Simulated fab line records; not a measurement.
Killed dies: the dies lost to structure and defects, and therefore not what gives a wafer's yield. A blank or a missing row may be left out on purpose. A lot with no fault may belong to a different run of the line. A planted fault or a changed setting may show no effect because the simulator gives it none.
Which tool was responsible?    flow sky130    Sampling: 9 lots, 27 wafers, 7 of 708 route steps

WHAT THE GAUGES READ, wafer by wafer
The record holds no reading of a measuring or inspecting step that can be judged against a usual standard deviation.

WHICH TOOL RAN EACH LOT (tool, then ch and the chambers of the sampled wafers, then the start)
lot   SKY_VIA3_ETCH_15                    SKY_CAP2M_METAL_ETCH_13            SKY_CAP2M_STRIP_14                    SKY_METAL4_DESCUM_15               SKY_METAL4_ETCH_17                  SKY_METAL4_METAL_ETCH_18           SKY_PAD_OPEN_PROBE_99
L902  rie diel-04 ch 0,1, day 41 07:53    rie metal-04 ch 0,1, day 42 10:36  plasma asher-01 ch 0,1, day 42 10:41  rie metal-03 ch 0,1, day 43 09:56  rie diel-02 ch 1,2, day 43 10:03    rie metal-02 ch 0,1, day 43 10:08  -
L904  rie diel-03 ch 0,3, day 42 07:14    rie metal-04 ch 0,1, day 43 07:32  plasma asher-02 ch 1, day 43 07:37    rie metal-03 ch 0,1, day 44 07:04  rie diel-04 ch 0,1, day 44 07:12    rie metal-01 ch 1, day 44 07:13    prober-01, day 48 00:13
L906  rie diel-01 ch 1,2, day 42 11:17    rie metal-02 ch 0, day 43 11:14    plasma asher-03 ch 0,1, day 43 11:18  rie metal-01 ch 0,1, day 44 11:10  rie diel-03 ch 1,2,3, day 44 11:18  rie metal-02 ch 0,1, day 44 11:19  prober-01, day 48 06:02
L907  rie diel-03 ch 0,3, day 42 13:23    rie metal-04 ch 0,1, day 43 13:53  plasma asher-01 ch 0,1, day 43 13:57  rie metal-03 ch 0,1, day 44 12:42  rie diel-03 ch 0,1, day 44 12:50    rie metal-01 ch 0,1, day 44 12:51  -
L911  rie diel-04 ch 0,2, day 43 15:11    rie metal-04 ch 0, day 44 15:18    plasma asher-02 ch 1, day 44 15:23    rie metal-01 ch 0,1, day 45 14:00  rie diel-02 ch 1,2,3, day 45 14:10  rie metal-02 ch 0,1, day 45 14:11  prober-01, day 49 03:09
L915  rie diel-04 ch 2,3, day 45 05:20    rie metal-04 ch 0,1, day 46 03:23  plasma asher-01 ch 0,1, day 46 03:28  rie metal-01 ch 0, day 46 23:58    rie diel-03 ch 0,1, day 47 00:13    rie metal-03 ch 0,1, day 47 00:14  prober-01, day 50 06:34
L916  rie diel-03 ch 0,1,2, day 45 07:44  rie metal-02 ch 0,1, day 46 05:57  plasma asher-01 ch 0,1, day 46 06:02  rie metal-03 ch 0,1, day 47 02:58  rie diel-02 ch 0,2,3, day 47 03:06  rie metal-02 ch 0,1, day 47 03:07  prober-02, day 50 09:13
L917  rie diel-03 ch 0,1,2, day 45 08:20  rie metal-01 ch 0,1, day 46 06:56  plasma asher-01 ch 0,1, day 46 07:01  rie metal-01 ch 0, day 47 04:06    rie diel-02 ch 2,3, day 47 04:20    rie metal-03 ch 0,1, day 47 04:25  prober-01, day 50 11:17
L921  rie diel-03 ch 0,2,3, day 45 18:32  rie metal-01 ch 0, day 46 16:35    plasma asher-01 ch 0,1, day 46 16:43  rie metal-03 ch 0,1, day 47 13:37  rie diel-02 ch 1,3, day 47 13:44    rie metal-02 ch 0,1, day 47 13:48  prober-01, day 50 20:01
- SKY_VIA3_ETCH_15: etches SiO2 in C4F8/O2/Ar, stops on TiN, target depth 507 nm, time 78 s.
- SKY_CAP2M_METAL_ETCH_13: etches TiN in Cl2/BCl3, stops on SiO2, target depth 220 nm, time 62.9 s.
- SKY_CAP2M_STRIP_14: strips in O2/N2.
- SKY_METAL4_DESCUM_15: chemistry O2, time 8 s.
- SKY_METAL4_ETCH_17: etches SiO2 in C4F8/O2/Ar, stops on TiN, time 3.9 s, target depth 15 nm.
- SKY_METAL4_METAL_ETCH_18: etches the open film in Cl2/BCl3, stops on SiO2, target depth 845 nm, time 183.1 s.
- SKY_PAD_OPEN_PROBE_99

AS READ BY THE TOOLS THEMSELVES (means over the sampled wafers that have a number; for cases with no such wafer, the mark the record gives instead)
SKY_VIA3_ETCH_15. Usual: oes product au 0.947 a.u., standard deviation 0.0047; rf fwd power W 1488 W, standard deviation 6.
lot   tool         oes product au (a.u.)  rf fwd power W (W)  flag
L902  rie diel-04  0.943                  1494                
L904  rie diel-03  0.945                  1485                
L906  rie diel-01  0.949                  1493                
L907  rie diel-03  0.941                  1477                
L911  rie diel-04  0.947                  1484                
L915  rie diel-04  0.947                  1487                
L916  rie diel-03  0.940                  1493                
L917  rie diel-03  0.946                  1491                
L921  rie diel-03  0.947                  1485                

SKY_CAP2M_METAL_ETCH_13. Usual: drypump motor current A 5.9 A, standard deviation 0.45; mfc cl2 sccm 59.97 sccm, standard deviation 0.17; oes product au 0.940 a.u., standard deviation 0.0074; rf fwd power W 892 W, standard deviation 3.5; throttle valve pct 21.902 %, standard deviation 0.0095.
lot   tool          drypump motor current A (A)  mfc cl2 sccm (sccm)  oes product au (a.u.)  rf fwd power W (W)  throttle valve pct (%)  flag
L902  rie metal-04  6.0                          60.00                0.949                  894                 21.894                  
L904  rie metal-04  6.0                          59.91                0.939                  893                 21.900                  
L906  rie metal-02  6.2                          60.10                0.944                  892                 21.904                  
L907  rie metal-04  6.2                          60.13                0.937                  895                 21.913                  
L911  rie metal-04  5.7                          59.80                0.947                  1039                21.898                  OFF
L915  rie metal-04  6.2                          59.96                0.943                  1034                21.890                  OFF
L916  rie metal-02  5.6                          59.96                0.945                  894                 21.897                  
L917  rie metal-01  5.4                          60.07                0.939                  887                 21.913                  
L921  rie metal-01  5.9                          59.83                0.929                  889                 21.906                  

SKY_CAP2M_STRIP_14. Usual: drypump motor current A 5.7 A, standard deviation 0.34; oes product au 0.710 a.u., standard deviation 0.0041; strip time to endpoint s 12.67 s, standard deviation 0.041.
lot   tool             drypump motor current A (A)  oes product au (a.u.)  strip time to endpoint s (s)  flag
L902  plasma asher-01  5.5                          0.711                  12.66                         
L904  plasma asher-02  5.9                          0.712                  12.67                         
L906  plasma asher-03  5.7                          0.711                  12.71                         
L907  plasma asher-01  5.5                          0.710                  12.69                         
L911  plasma asher-02  5.9                          0.711                  12.49                         OFF
L915  plasma asher-01  5.7                          0.712                  12.40                         OFF
L916  plasma asher-01  5.5                          0.710                  12.64                         
L917  plasma asher-01  5.5                          0.706                  12.65                         
L921  plasma asher-01  5.7                          0.710                  12.64                         

SKY_METAL4_DESCUM_15. Usual: drypump motor current A 5.6 A, standard deviation 0.39; oes product au 0.999 a.u., standard deviation 0.007.
lot   tool          drypump motor current A (A)  oes product au (a.u.)  flag
L902  rie metal-03  5.5                          1.002                  
L904  rie metal-03  5.3                          0.995                  
L906  rie metal-01  5.6                          0.991                  
L907  rie metal-03  5.3                          0.993                  
L911  rie metal-01  5.4                          0.999                  
L915  rie metal-01  5.9                          0.998                  
L916  rie metal-03  5.3                          0.992                  
L917  rie metal-01  5.9                          0.993                  
L921  rie metal-03  5.3                          0.995                  

SKY_METAL4_ETCH_17. Usual: oes product au 0.755 a.u., standard deviation 0.007; rf fwd power W 1469 W, standard deviation 6.7.
lot   tool         oes product au (a.u.)  rf fwd power W (W)  flag
L902  rie diel-02  0.761                  1468                
L904  rie diel-04  0.764                  1467                
L906  rie diel-03  0.752                  1469                
L907  rie diel-03  0.752                  1473                
L911  rie diel-02  0.689                  1467                OFF
L915  rie diel-03  0.684                  1471                OFF
L916  rie diel-02  0.753                  1470                
L917  rie diel-02  0.755                  1465                
L921  rie diel-02  0.759                  1474                

SKY_METAL4_METAL_ETCH_18. Usual: drypump motor current A 5.6 A, standard deviation 0.41; mfc cl2 sccm 60.02 sccm, standard deviation 0.18; oes product au 0.867 a.u., standard deviation 0.0052; rf fwd power W 897 W, standard deviation 3.2; throttle valve pct 22.266 %, standard deviation 0.0088.
lot   tool          drypump motor current A (A)  mfc cl2 sccm (sccm)  oes product au (a.u.)  rf fwd power W (W)  throttle valve pct (%)  flag
L902  rie metal-02  5.8                          59.97                0.871                  897                 22.260                  
L904  rie metal-01  5.1                          59.78                0.866                  895                 22.265                  
L906  rie metal-02  5.8                          59.96                0.871                  899                 22.271                  
L907  rie metal-01  5.6                          59.89                0.873                  894                 22.263                  
L911  rie metal-02  5.9                          59.87                0.868                  897                 22.266                  
L915  rie metal-03  5.3                          59.97                0.865                  897                 22.267                  
L916  rie metal-02  5.9                          60.16                0.868                  897                 22.266                  
L917  rie metal-03  5.6                          59.90                0.875                  898                 22.268                  
L921  rie metal-02  5.9                          60.13                0.876                  897                 22.277                  

SKY_PAD_OPEN_PROBE_99. Usual: defect limited yield 82.2 %, standard deviation 1.8; killed_at_M0_to_M3 44, standard deviation 6; killed_at_M4_up 3.3, standard deviation 2.1; killed at contacts 25, standard deviation 5.5; killed at front end 15, standard deviation 4.3; killed at other 0.2, standard deviation 0.41; killed dies 88, standard deviation 9.1; killed open 48, standard deviation 6.6; killed short 39, standard deviation 6.7; sort_bin_3_pad_short 0.9 %, standard deviation 0.4; sort_bin_5_function 10.4 %, standard deviation 1.5; sort_bin_6_memory 6.5 %, standard deviation 1.1; sort n pass 404, standard deviation 9.1; sort yield pct 82.2 %, standard deviation 1.8.
lot   tool       defect limited yield (%)  killed_at_M0_to_M3  killed_at_M4_up  killed at contacts  killed at front end  killed at other  killed dies  killed open  killed short  sort_bin_3_pad_short (%)  sort_bin_5_function (%)  sort_bin_6_memory (%)  sort n pass  sort yield pct (%)  flag
L904  prober-01  83.2                      38                  3.7              23                  18                   0.7              83           38           45            1.1                       9.3                      6.4                    409          83.2                
L906  prober-01  80.2                      44                  4.7              32                  16                   0.7              97           56           40            1.2                       11.9                     6.6                    395          80.2                
L911  prober-01  81.8                      49                  2.0              18                  21                   0.0              90           45           44            1.0                       10.9                     6.3                    402          81.8                
L915  prober-01  81.8                      48                  3.3              23                  15                   0.3              89           47           41            0.9                       10.9                     6.4                    403          81.8                
L916  prober-02  81.6                      43                  2.3              27                  18                   0.3              90           52           38            0.9                       10.0                     7.5                    402          81.6                
L917  prober-01  81.4                      45                  2.3              26                  19                   0.0              92           48           43            0.9                       10.7                     7.0                    400          81.4                
L921  prober-01  81.0                      46                  1.3              28                  18                   0.3              94           53           41            0.4                       10.6                     8.0                    398          81.0                

THE ANSWER, worked out from the rows above alone
Rule: a lot is off if the mean of its wafers that have a number lies more than 3 standard deviations from the usual mean. A lot without any number at a reading at which 4 lots or more have one is off too. All remaining lots with rows at the step are treated as sound. First the gauges in route order, then the tools' own readings, where a lot's mean is used as printed above. The first step at which some lot is off is used, and at that step the reading that is off furthest; a lot without a number counts as furthest.
Off, at SKY_CAP2M_METAL_ETCH_13 on rf fwd power W: L911, L915.
If a tool, at that step or one of the process steps before it, ran each lot that is off and ran no sound lot following the first of them, it fits. 2 tools fit, rie diel-04 at SKY_VIA3_ETCH_15 and rie metal-04 at SKY_CAP2M_METAL_ETCH_13, so this cannot tell which one it is.

WHAT THE SIMULATOR HAD INSERTED
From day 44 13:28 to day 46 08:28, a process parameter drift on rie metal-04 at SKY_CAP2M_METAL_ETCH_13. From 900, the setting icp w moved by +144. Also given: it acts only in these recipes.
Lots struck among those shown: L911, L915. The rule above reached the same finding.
